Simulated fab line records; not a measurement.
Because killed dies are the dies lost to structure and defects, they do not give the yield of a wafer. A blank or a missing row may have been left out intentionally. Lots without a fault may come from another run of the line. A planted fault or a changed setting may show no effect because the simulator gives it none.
A struck lot beside a sound one	flow sky130	19 out of 708 route steps
Sound: the wafers L241.4, L241.5, L241.6. Struck: wafers L255.1, L255.4, L255.6. The cause comes at the end.
Each step with rows lists, per side, the tool, then ch with its chambers, then its first start. Under that, the readings that differ: sound wafers	struck wafers	difference of the means	sigmas: that difference in standard deviations of wafers without a fault.
alike: words and numbers the same on both sides, and readings whose means are apart by under 2 such deviations; not compared: readings that were withheld, readings missing a value for some wafer, numbers with overlapping values and no deviation given by the record, and bounds like >300 which may hide the same value.
The two part at a step that has a row with sigmas, a row that says differs or no value, or rows on one side only. When numbers do not overlap yet have no deviation, they are printed without sigmas and do not part them. A reading that every wafer of one side lacks parts them only if that side has two wafers or more.

SKY_FIELD_ISO_BOW_MEAS_00:
  sound on film-metro-03 at day 2 06:04; struck on film-metro-04 at day 5 04:00
  alike: INCOMING_BOW
then, 1 step without rows for these wafers: SKY_FIELD_ISO_OXIDATION_01 (stabilise 600 s, purge 300 s, target thk 12 nm).
SKY_FIELD_ISO_THK_MEAS_02:
  sound on film-metro-04 at day 2 10:29; struck on film-metro-01 at day 5 07:26
reading	sound	struck	difference	sigmas
FIELD_ISO_OXIDATION_00_THK (nm)	11.73 11.76 12.10	12.26 12.52 12.43	+0.54	+3
then, 1 step without rows for these wafers: SKY_FIELD_ISO_CVD_03 (deposits Si3N4 from DCS/NH3, target thk 165 nm, time 2830 s).
SKY_FIELD_ISO_THK_MEAS_04:
  sound on film-metro-04 at day 2 12:20; struck on film-metro-03 at day 5 09:17
  alike: FIELD_ISO_CVD_03_THK
then, 3 steps without rows for these wafers: SKY_FIELD_ISO_DEHYDRATE_05 (time 60 s); SKY_FIELD_ISO_HMDS_06 (prime time 60 s); SKY_FIELD_ISO_COAT_07 (resist thk 60 nm).
SKY_FIELD_ISO_COAT_08: resist thk 450 nm.
  sound on litho-track-03 ch 0, day 2 19:00; struck on litho-track-01 ch 0, day 5 18:00
reading	sound	struck	difference	sigmas
spin-speed-rpm (rpm)	2997.9 3002.1 2996.7	3232.4 3231.1 3231.2	+232.7	+99 or more
model.KrF-thick_of_FIELD_ISO_COAT_08.thk-nm (nm)	451 450.1 450.8	432.4 432.7 432.5	-18.1	
then, 4 steps without rows for these wafers: SKY_FIELD_ISO_SOFTBAKE_09 (time 90 s); SKY_FIELD_ISO_EXPOSE_10 (exposes mask FOM, target cd 150 nm); SKY_FIELD_ISO_PEB_11; SKY_FIELD_ISO_DEVELOP_12 (develop time 60 s).
SKY_FIELD_ISO_CD_MEAS_13 targets a cd of 150 nm.
  sound on cd-sem-01 at day 3 03:06; struck on cd-sem-02 at day 6 03:47
  alike: cd-nm
SKY_FIELD_ISO_ETCH_14: etches BARC in N2/H2, stops on SiO2, time 45.9 s, target depth 60 nm.
  sound on rie-diel-03 ch 0,1, day 3 03:10; struck on rie-diel-04 ch 0,1,3, day 6 03:54
reading	sound	struck	difference	sigmas
drypump-motor-current-A (A)	6.6 6.3 6.6	5.2 4.8 5.5	-1.3	-3
  alike: oes-product-au, throttle-valve-pct
  not compared: rf-hours-counter-h
SKY_FIELD_ISO_ETCH_15: etches the open film in CHF3/O2, stops on Si, target depth 180 nm, time 72 s.
  sound on rie-diel-03 ch 0,1, day 3 03:12; struck on rie-diel-04 ch 0,1,3, day 6 03:56
reading	sound	struck	difference	sigmas
drypump-motor-current-A (A)	6.6 6.2 6.6	5.1 4.8 5.5	-1.3	-3
model.KrF-thick_of_FIELD_ISO_COAT_08.thk-nm (nm)	237 236.3 236.6	220.4 216.8 215.8	-19.0	
  alike: O2_flow_sccm, chf3-flow-sccm, oes-product-au, throttle-valve-pct
  not compared: rf-hours-counter-h
SKY_FIELD_ISO_STRIP_16: strips in O2/N2.
  sound on plasma-asher-02 ch 0,1, day 3 03:17; struck on plasma-asher-04 ch 0,1, day 6 04:00
reading	sound	struck	difference	sigmas
strip-time-to-endpoint-s (s)	3.53 3.54 3.57	3.36 3.33 3.32	-0.21	-7
  alike: drypump-motor-current-A, oes-product-au
  not compared: rf-hours-counter-h
SKY_FIELD_ISO_ETCH_17: etches Si in HBr/Cl2/O2, target depth 342 nm, time 97.7 s.
  sound on rie-si-01 ch 0,1,2, day 3 03:22; struck on rie-si-02 ch 1,3, day 6 04:06
  alike: O2_flow_sccm, drypump-motor-current-A, oes-product-au, throttle-valve-pct
  not compared: rf-hours-counter-h
-- a jump in the record: the struck wafers' starts before and after are 44 days apart (it breaks off in module FIELD_ISO and resumes in module PAD_OPEN, where the first step shown is number 708 of the route) --
SKY_PAD_OPEN_PROBE_99:
  sound on prober-02 at day 46 19:47; struck on prober-01 at day 50 01:55
  alike: killed_at_M0_to_M3, killed_at_M4_up, killed-at-contacts, killed-at-front-end, killed-at-other, killed-dies, killed-open, killed-short

WHERE THEY PART
Earliest at SKY_FIELD_ISO_THK_MEAS_02; latest, in this record, at SKY_FIELD_ISO_STRIP_16. Later steps at which nothing parts them and some readings are alike: SKY_FIELD_ISO_ETCH_17, SKY_PAD_OPEN_PROBE_99.

WHY: what had been put in by the simulator
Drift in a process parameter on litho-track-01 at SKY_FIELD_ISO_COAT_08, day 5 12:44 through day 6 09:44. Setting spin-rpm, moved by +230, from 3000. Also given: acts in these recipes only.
